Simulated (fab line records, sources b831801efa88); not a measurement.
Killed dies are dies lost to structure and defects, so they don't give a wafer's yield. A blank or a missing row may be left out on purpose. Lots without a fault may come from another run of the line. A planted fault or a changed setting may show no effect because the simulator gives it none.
A struck lot beside a sound one | flow sky130 | 15 steps out of a route of 708
Sound: wafers L659.2, L659.4, L659.5. Struck: wafers L665.3, L665.4, L665.5. The cause comes at the end.
At each step with rows: each side's tool, then ch and its chambers, then its first start. Under that, the readings that differ: sound wafers | struck wafers | difference of the means | sigmas: that difference in standard deviations of wafers without a fault.
alike: readings whose means differ by less than 2 such deviations, and words and numbers that are the same on both sides. not compared: withheld readings, readings that some wafer has no value for, bounds like >300 that may hide the same value, and numbers for which the record gives no deviation and whose values overlap.
The two part at a step that has a row with sigmas, a row that says differs or no value, or rows on one side only. Numbers that don't overlap but have no deviation are shown without sigmas and don't part them. A reading that every wafer of one side lacks parts them only if that side has two wafers or more.

SKY_POLY_GATE_THK_MEAS_21:
  sound on film_metro-03, day 21 06:34; struck on film_metro-03, day 23 09:38
  alike: POLY_GATE_OXIDATION_THK
SKY_POLY_GATE_CD_MEAS_22:
  sound on cd_sem-01, day 21 06:42; struck on cd_sem-02, day 23 09:43
  alike: cd_nm
then, 7 steps without rows for these wafers: SKY_LDD_N_DEHYDRATE_00 (time 60 s); SKY_LDD_N_HMDS_01 (prime time 60 s); SKY_LDD_N_COAT_02 (resist thk 300 nm); SKY_LDD_N_SOFTBAKE_03 (time 60 s); SKY_LDD_N_EXPOSE_04 (exposes mask NTM, target cd 840 nm); SKY_LDD_N_PEB_05; SKY_LDD_N_DEVELOP_06 (develop time 60 s).
SKY_LDD_N_OVL_MEAS_07:
  sound on overlay-01, day 22 13:42; struck on overlay-02, day 24 15:56
  alike: LDD_N_OVL
then, 2 steps without rows for these wafers: SKY_LDD_N_IMPLANT_08; SKY_LDD_N_IMPLANT_09.
SKY_LDD_N_IMPLANT_10:
  sound on implanter-01 ch 0, day 22 14:04; struck on implanter-01 ch 0, day 24 16:19
  reading                   | sound                | struck               | difference | sigmas
  beam_energy_keV           | 20.007 19.999 20.011 | 18.157 18.153 18.164 | -1.848     | -99 or more
  model.implant.rp_nm (nm)  | 15.61 15.61 15.61    | 14.92 14.92 14.92    | -0.69      |
  model.implant.drp_nm (nm) | 7.212 7.212 7.212    | 6.747 6.747 6.747    | -0.465     |
then, 1 step without rows for these wafers: SKY_LDD_N_IMPLANT_11.
-- the record jumps here: 26 days lie between the struck wafers' starts before and after (it left off in module LDD_N and takes up again in module PAD_OPEN, whose first step shown is number 708 of the route) --
SKY_PAD_OPEN_PROBE_99:
  sound on prober-02, day 49 00:10; struck on prober-02, day 50 05:43
  alike: killed_at_M0_to_M3, killed_at_M4_up, killed_at_contacts, killed_at_front_end, killed_at_other, killed_dies, killed_open, killed_short
  not compared: model.etest.tip_n.rs_ohm_sq

WHERE THEY PART
Only at SKY_LDD_N_IMPLANT_10, within this record. Later steps at which nothing parts them and some readings are alike: SKY_PAD_OPEN_PROBE_99.

WHY: what the simulator had put in
Process parameter drift: implanter-01, from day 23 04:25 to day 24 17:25, at SKY_LDD_N_IMPLANT_10. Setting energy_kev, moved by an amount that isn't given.
